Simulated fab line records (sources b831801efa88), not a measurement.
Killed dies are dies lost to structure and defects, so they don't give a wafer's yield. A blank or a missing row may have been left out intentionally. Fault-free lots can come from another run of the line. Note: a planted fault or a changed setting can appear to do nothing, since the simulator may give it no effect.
Which tool was responsible? || flow sky130 || Sampling: 11 lots, 33 wafers, 3 of 708 route steps

## WHAT THE GAUGES READ, wafer by wafer
SKY_VIA3_THK_MEAS_23: measures by xrf. Usual: VIA3_W_THK typically reads 397 nm, with standard deviation 6.5.
{"lot": "L411", "measured": "day 39 23:04", "on": "film-metro-03", "VIA3_W_THK (nm)": "395 392 393", "flag": ""}
{"lot": "L412", "measured": "day 40 02:08", "on": "film-metro-03", "VIA3_W_THK (nm)": "397 397 400", "flag": ""}
{"lot": "L413", "measured": "day 40 04:53", "on": "film-metro-04", "VIA3_W_THK (nm)": "392 388 388", "flag": ""}
{"lot": "L414", "measured": "day 40 14:11", "on": "film-metro-01", "VIA3_W_THK (nm)": "393 401 397", "flag": ""}
{"lot": "L415", "measured": "day 40 21:04", "on": "film-metro-01", "VIA3_W_THK (nm)": "393 394 399", "flag": ""}
{"lot": "L424", "measured": "day 44 10:34", "on": "film-metro-01", "VIA3_W_THK (nm)": "398 408 401", "flag": ""}
{"lot": "L425", "measured": "day 44 12:03", "on": "film-metro-04", "VIA3_W_THK (nm)": "393 391 388", "flag": ""}
{"lot": "L427", "measured": "day 44 13:08", "on": "film-metro-03", "VIA3_W_THK (nm)": "408 399 404", "flag": ""}
{"lot": "L430", "measured": "day 44 18:07", "on": "film-metro-01", "VIA3_W_THK (nm)": "407 411 413", "flag": ""}
{"lot": "L431", "measured": "day 45 02:31", "on": "film-metro-01", "VIA3_W_THK (nm)": "403 402 401", "flag": ""}
{"lot": "L433", "measured": "day 45 22:12", "on": "film-metro-03", "VIA3_W_THK (nm)": "411 406 407", "flag": ""}

SKY_CAP2M_THK_MEAS_04: measures by xrf. Usual: CAP2M_TIN_THK typically reads 196.2 nm, with standard deviation 2.3.
{"lot": "L411", "measured": "day 39 23:53", "on": "film-metro-03", "CAP2M_TIN_THK (nm)": "195.5 195.4 194.6", "flag": ""}
{"lot": "L412", "measured": "day 40 03:13", "on": "film-metro-02", "CAP2M_TIN_THK (nm)": "198.7 198.8 196.2", "flag": ""}
{"lot": "L413", "measured": "day 40 05:45", "on": "film-metro-02", "CAP2M_TIN_THK (nm)": "197.2 198.8 198.1", "flag": ""}
{"lot": "L414", "measured": "day 40 15:20", "on": "film-metro-03", "CAP2M_TIN_THK (nm)": "194.5 196.4 196.6", "flag": ""}
{"lot": "L415", "measured": "day 40 21:53", "on": "film-metro-02", "CAP2M_TIN_THK (nm)": "196.7 197.2 196.6", "flag": ""}
{"lot": "L424", "measured": "day 44 11:23", "on": "film-metro-01", "CAP2M_TIN_THK (nm)": "199.6 199.3 198.7", "flag": ""}
{"lot": "L425", "measured": "day 44 12:52", "on": "film-metro-02", "CAP2M_TIN_THK (nm)": "194.3 194.8 192.7", "flag": ""}
{"lot": "L427", "measured": "day 44 13:58", "on": "film-metro-03", "CAP2M_TIN_THK (nm)": "199.1 199.2 197.4", "flag": ""}
{"lot": "L430", "measured": "day 44 18:57", "on": "film-metro-02", "CAP2M_TIN_THK (nm)": "195.2 196.1 194.1", "flag": ""}
{"lot": "L431", "measured": "day 45 03:20", "on": "film-metro-03", "CAP2M_TIN_THK (nm)": "194.9 195.6 195.5", "flag": ""}
{"lot": "L433", "measured": "day 45 23:55", "on": "film-metro-02", "CAP2M_TIN_THK (nm)": "197.0 195.3 195.7", "flag": ""}

## WHAT TOOL EACH LOT RAN ON (gives the tool, then ch and the chambers of the sampled wafers, and finally the start)
{"lot": "L411", "SKY_VIA1_CMP_24": "cmp-02 ch 0,3, day 34 07:50"}
{"lot": "L412", "SKY_VIA1_CMP_24": "cmp-01 ch 0,1,3, day 34 09:08"}
{"lot": "L413", "SKY_VIA1_CMP_24": "cmp-02 ch 0,1,3, day 34 11:53"}
{"lot": "L414", "SKY_VIA1_CMP_24": "cmp-01 ch 1,2, day 34 23:35"}
{"lot": "L415", "SKY_VIA1_CMP_24": "cmp-02 ch 2,3, day 35 07:28"}
{"lot": "L424", "SKY_VIA1_CMP_24": "cmp-01 ch 0,1, day 39 04:05"}
{"lot": "L425", "SKY_VIA1_CMP_24": "cmp-02 ch 0,1,3, day 39 05:04"}
{"lot": "L427", "SKY_VIA1_CMP_24": "cmp-02 ch 0,1,2, day 39 05:47"}
{"lot": "L430", "SKY_VIA1_CMP_24": "cmp-02 ch 0,3, day 39 12:07"}
{"lot": "L431", "SKY_VIA1_CMP_24": "cmp-02 ch 0,1,3, day 39 21:16"}
{"lot": "L433", "SKY_VIA1_CMP_24": "cmp-02 ch 2,3, day 40 20:11"}
- SKY_VIA1_CMP_24: polishes, stops on SiO2, t overpolish 15 s, target thk 0 nm.

## AS READ BY THE TOOLS THEMSELVES (means over the sampled wafers that have a number; for cases with no such wafer, the mark the record gives instead)
SKY_VIA1_CMP_24. Usual: motor-current-A 10.9 A, standard deviation 0.9; overpolish-run-s 15.000 s, standard deviation 0.009; time-to-endpoint-s 65.2 s, standard deviation 2.9.
{"lot": "L411", "tool": "cmp-02", "motor-current-A (A)": 10.3, "overpolish-run-s (s)": 15.002, "time-to-endpoint-s (s)": 66.6, "flag": ""}
{"lot": "L412", "tool": "cmp-01", "motor-current-A (A)": 11.2, "overpolish-run-s (s)": 14.993, "time-to-endpoint-s (s)": 59.9, "flag": ""}
{"lot": "L413", "tool": "cmp-02", "motor-current-A (A)": 10.6, "overpolish-run-s (s)": 15.002, "time-to-endpoint-s (s)": 63.6, "flag": ""}
{"lot": "L414", "tool": "cmp-01", "motor-current-A (A)": 10.6, "overpolish-run-s (s)": 14.999, "time-to-endpoint-s (s)": 63.1, "flag": ""}
{"lot": "L415", "tool": "cmp-02", "motor-current-A (A)": 10.8, "overpolish-run-s (s)": 15.005, "time-to-endpoint-s (s)": 63.5, "flag": ""}
{"lot": "L424", "tool": "cmp-01", "motor-current-A (A)": 10.1, "overpolish-run-s (s)": 15.009, "time-to-endpoint-s (s)": 72.8, "flag": ""}
{"lot": "L425", "tool": "cmp-02", "motor-current-A (A)": 10.5, "overpolish-run-s (s)": 14.999, "time-to-endpoint-s (s)": 65.8, "flag": ""}
{"lot": "L427", "tool": "cmp-02", "motor-current-A (A)": 10.9, "overpolish-run-s (s)": 15.013, "time-to-endpoint-s (s)": 64.3, "flag": ""}
{"lot": "L430", "tool": "cmp-02", "motor-current-A (A)": 10.4, "overpolish-run-s (s)": 15.001, "time-to-endpoint-s (s)": 63.5, "flag": ""}
{"lot": "L431", "tool": "cmp-02", "motor-current-A (A)": 11.0, "overpolish-run-s (s)": 15.004, "time-to-endpoint-s (s)": 66.1, "flag": ""}
{"lot": "L433", "tool": "cmp-02", "motor-current-A (A)": 11.0, "overpolish-run-s (s)": 14.999, "time-to-endpoint-s (s)": 66.1, "flag": ""}

## THE ANSWER, worked out from the rows above alone
Rule: lot off if the mean of its wafers having a number is beyond 3 standard deviations from the usual mean. A lot without any number at a reading at which 4 lots or more have one is off too. Where the step has rows for the other lots, those lots are counted as sound. After the gauges, taken in route order, come the tools' own readings; for these a lot's mean is taken, as printed above. The first step at which some lot is off is used, and at that step the reading that is off furthest; a lot without a number counts as furthest.
No lot is off at any reading shown: from this, nothing can be told.

## WHAT THE SIMULATOR HAD INSERTED
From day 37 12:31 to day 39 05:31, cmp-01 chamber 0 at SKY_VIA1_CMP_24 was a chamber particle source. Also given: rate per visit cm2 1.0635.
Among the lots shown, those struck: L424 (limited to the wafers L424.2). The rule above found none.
